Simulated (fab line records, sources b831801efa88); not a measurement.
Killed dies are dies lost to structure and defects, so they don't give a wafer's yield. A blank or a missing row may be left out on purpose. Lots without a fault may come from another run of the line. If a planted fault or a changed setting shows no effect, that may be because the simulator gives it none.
The same fault as seen by 2 desks | flow sky130 | every desk sees just its own numbers, and what lay behind them comes last

## METROLOGY DESK
What the gauges read, lot by lot, whatever tool the lot ran on: means of the sampled wafers that have a number. If a lot's mean is further than 4 standard deviations from the usual mean, the lot is out of limits and carries the mark OUT (the distance appears in the brackets).
Columns: A = cd_nm at SKY_LI_CONTACT_CD_MEAS_12, usual 170.1 nm; B = LI_CONTACT_OVL at SKY_LI_CONTACT_OVL_MEAS_13, usual 1 nm; C = LOCAL_INTERCONNECT_TIN_THK at SKY_LOCAL_INTERCONNECT_THK_MEAS_02, usual 98.3 nm
lot  | first seen here | A     | B  | C
L453 | day 29 04:56    | 171.2 | 3  | 97.4
L455 | day 30 00:56    | 168.7 | 1  | 97.8
L457 | day 30 20:38    | 170.0 | 5  | 96.6
L458 | day 31 10:52    | 168.7 | 1  | 98.8
L459 | day 31 11:01    | 170.3 | 2  | 98.7
L460 | day 31 12:27    | 169.3 | 4  | 98.4
L461 | day 32 20:55    | 170.5 | -3 | 98.2
L462 | day 32 21:35    | 172.2 | 4  | 97.1
L463 | day 32 22:20    | 168.7 | 6  | 99.4
L465 | day 33 11:17    | 168.6 | 3  | 98.3
L466 | day 34 05:28    | 173.4 | 3  | 98.5
L467 | day 34 06:20    | 169.4 | -7 | 98.7
L470 | day 34 20:56    | 169.5 | -2 | 98.2
L471 | day 35 07:19    | 169.0 | 4  | 100.1
L476 | day 36 14:34    | 169.0 | 6  | 97.2
Result from this desk: across the 15 lots, nothing is out of limits.

## TOOL OWNER'S DESK, litho_track-01
The tool's own readings at SKY_CONTACT_COAT_08 (resist thk 60 nm): means of the sampled wafers that have a number, for each lot that ran on this tool. If a lot's mean is further than 4 standard deviations from the usual mean, the lot is out of limits and carries the mark OUT (the distance appears in the brackets).
Columns: A = spin_speed_rpm at SKY_CONTACT_COAT_08, usual 2999.9 rpm
lot  | first seen here | A
L455 | day 31 20:53    | 2997.7
L458 | day 33 06:17    | 3001.3
L460 | day 33 07:06    | 3001.1
L461 | day 34 15:44    | 3002.4
L465 | day 35 05:56    | 2995.5
L467 | day 36 00:29    | 2953.8 (-20) OUT
L470 | day 36 15:35    | 2951.1 (-21) OUT
L471 | day 37 00:47    | 2952.5 (-21) OUT
This desk's verdict: out of limits on L467, L470, L471, starting with L467 at day 36 00:29 (spin_speed_rpm at SKY_CONTACT_COAT_08). In limits: L455, L458, L460, L461, L465.

## TAKEN TOGETHER
The tool owner's desk could have raised an alarm at day 36 00:29, on L467, L470, L471.
At the metrology desk, nothing out of limits was observed.
The metrology desk holds a record of L467, L470, L471, inside its limits.
The lots listed all ran SKY_CONTACT_COAT_08 on litho_track-01.

## WHAT THE SIMULATOR PUT IN
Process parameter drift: litho_track-01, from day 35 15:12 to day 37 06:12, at SKY_CONTACT_COAT_08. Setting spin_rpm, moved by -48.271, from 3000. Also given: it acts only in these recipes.
Shown lots that were struck: L467, L470, L471.
Hours from the fault's start to each desk's first reading out of limits: the tool owner's desk, 9.
